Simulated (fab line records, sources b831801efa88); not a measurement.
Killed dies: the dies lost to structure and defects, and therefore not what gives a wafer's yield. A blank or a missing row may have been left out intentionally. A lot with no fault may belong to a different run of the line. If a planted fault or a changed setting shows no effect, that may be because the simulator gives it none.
What tool caused it?	flow sfq-line	14 lots with 42 wafers sampled at 3 steps, on a route of 325 steps

== WHAT THE GAUGES SHOWED, per wafer ==
The record holds no reading of a measuring or inspecting step that can be judged against a usual standard deviation.

== EACH LOT AND THE TOOL THAT RAN IT (in order: tool; ch and the chambers of the sampled wafers; start) ==
lot	SFQ_TRILAYER_I4_CMP_CMP_100	SFQ_TRILAYER_I4_METRO_MEASURE_101	SFQ_TRILAYER_I4_VIA_ETCH_VIA_ETCH_106
L483	cmp-01 ch 1,3, day 36 01:24	film-metro-02, day 36 04:13	rie-diel-04 ch 1,2, day 39 19:39
L484	cmp-01 ch 0,3, day 36 03:54	film-metro-04, day 36 07:13	rie-diel-02 ch 0,1,2, day 39 23:15
L486	cmp-02 ch 0,2,3, day 36 14:35	film-metro-01, day 36 17:42	rie-diel-01 ch 0,2,3, day 40 09:51
L488	cmp-01 ch 1,2,3, day 37 00:54	film-metro-02, day 37 04:01	rie-diel-04 ch 0,1,2, day 40 23:03
L489	cmp-01 ch 0,1,3, day 37 10:54	film-metro-02, day 37 13:13	rie-diel-04 ch 0,2,3, day 41 09:57
L491	cmp-02 ch 1,2,3, day 37 17:35	film-metro-04, day 37 21:06	rie-diel-01 ch 0,1,3, day 41 17:09
L492	cmp-01 ch 1,3, day 37 21:54	film-metro-01, day 38 01:01	rie-diel-02 ch 0,2,3, day 41 21:57
L494	cmp-02 ch 0,1, day 38 11:35	film-metro-04, day 38 14:42	rie-diel-04 ch 0,1,2, day 42 14:43
L495	cmp-01 ch 0,1, day 38 15:54	film-metro-02, day 38 19:13	rie-diel-01 ch 0,1, day 43 23:49
L500	cmp-02 ch 0,1,2, day 40 04:35	film-metro-01, day 40 07:06	rie-diel-02 ch 1,2,3, day 45 03:25
L501	cmp-02 ch 1,2,3, day 40 09:35	film-metro-04, day 40 12:42	rie-diel-04 ch 0,1,2, day 45 10:37
L504	cmp-01 ch 1,2,3, day 41 13:49	film-metro-04, day 41 15:56	rie-diel-02 ch 0,2,3, day 46 12:34
L505	cmp-01 ch 0,1,2, day 41 16:49	film-metro-02, day 41 19:32	rie-diel-01 ch 1,2, day 46 14:58
L506	cmp-01 ch 0,3, day 41 18:49	film-metro-01, day 41 22:08	rie-diel-01 ch 1,2, day 46 18:34
- SFQ_TRILAYER_I4_CMP_CMP_100: polishes SiO2.
- SFQ_TRILAYER_I4_METRO_MEASURE_101
- SFQ_TRILAYER_I4_VIA_ETCH_VIA_ETCH_106: etches SiO2 in CHF3, stops on Nb, target depth 260 nm.

== WHAT THE TOOLS THEMSELVES READ (means of the sampled wafers that have a number; where no wafer has one, the mark that the record gives instead) ==
SFQ_TRILAYER_I4_CMP_CMP_100. Usual: head-pressure-psi 3.000 psi, standard deviation 0.006; motor-current-A 9.8 A, standard deviation 0.7; time-to-endpoint-s 217 s, standard deviation 9.5.
lot	tool	head-pressure-psi (psi)	motor-current-A (A)	time-to-endpoint-s (s)	flag
L483	cmp-01	2.997	9.3	210	
L484	cmp-01	2.995	9.3	219	
L486	cmp-02	2.996	10.6	219	
L488	cmp-01	3.006	9.7	213	
L489	cmp-01	3.004	9.4	216	
L491	cmp-02	3.006	10.1	215	
L492	cmp-01	3.001	9.4	209	
L494	cmp-02	3.005	9.4	224	
L495	cmp-01	3.001	9.8	209	
L500	cmp-02	3.003	9.7	238	
L501	cmp-02	3.005	10.4	230	
L504	cmp-01	2.999	9.5	210	
L505	cmp-01	3.000	9.7	220	
L506	cmp-01	2.996	9.4	218	

SFQ_TRILAYER_I4_METRO_MEASURE_101. Usual: thk-nm reads 200.1 nm (standard deviation 1.4).
lot	tool	thk-nm (nm)	flag
L483	film-metro-02	200.7	
L484	film-metro-04	201.3	
L486	film-metro-01	201.1	
L488	film-metro-02	199.5	
L489	film-metro-02	198.7	
L491	film-metro-04	199.4	
L492	film-metro-01	199.2	
L494	film-metro-04	200.0	
L495	film-metro-02	199.7	
L500	film-metro-01	180.7	OFF
L501	film-metro-04	181.9	OFF
L504	film-metro-04	199.0	
L505	film-metro-02	200.1	
L506	film-metro-01	198.4	

SFQ_TRILAYER_I4_VIA_ETCH_VIA_ETCH_106. Usual: drypump-motor-current-A 5.8 A, standard deviation 0.34; oes-product-au 0.854 a.u., standard deviation 0.0054.
lot	tool	drypump-motor-current-A (A)	oes-product-au (a.u.)	flag
L483	rie-diel-04	5.8	0.859	
L484	rie-diel-02	6.1	0.859	
L486	rie-diel-01	5.6	0.855	
L488	rie-diel-04	5.8	0.854	
L489	rie-diel-04	5.8	0.848	
L491	rie-diel-01	5.5	0.855	
L492	rie-diel-02	6.0	0.851	
L494	rie-diel-04	5.8	0.855	
L495	rie-diel-01	5.1	0.851	
L500	rie-diel-02	6.0	0.811	OFF
L501	rie-diel-04	5.8	0.811	OFF
L504	rie-diel-02	6.0	0.856	
L505	rie-diel-01	6.0	0.852	
L506	rie-diel-01	6.0	0.852	

== THE ANSWER, worked out from the rows above alone ==
Rule: a lot is off if the mean of its wafers that have a number lies more than 3 standard deviations from the usual mean. A lot without any number at a reading at which 4 lots or more have one is off too. Any other lot the step has rows for is counted as sound. The gauges are gone through in route order, then the tools' own readings, and for those a lot's mean is taken as printed above. The first step at which some lot is off is used, and at that step the reading that is off furthest; a lot without a number counts as furthest.
Off at SFQ_TRILAYER_I4_METRO_MEASURE_101 (thk-nm): L500, L501.
If a tool, at that step or one of the process steps before it, ran each lot that is off and ran no sound lot following the first of them, it fits. One fits: cmp-02 at SFQ_TRILAYER_I4_CMP_CMP_100. A fault onset in the window from L494 (day 38 11:35, its last sound lot) to L500 (day 40 04:35, its first lot off) fits.

== WHAT THE SIMULATOR PUT IN ==
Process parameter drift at SFQ_TRILAYER_I4_CMP_CMP_100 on cmp-02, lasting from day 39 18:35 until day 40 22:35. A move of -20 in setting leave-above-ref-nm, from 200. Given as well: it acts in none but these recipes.
Lots struck among those shown: L500, L501. Same finding as the rule above.
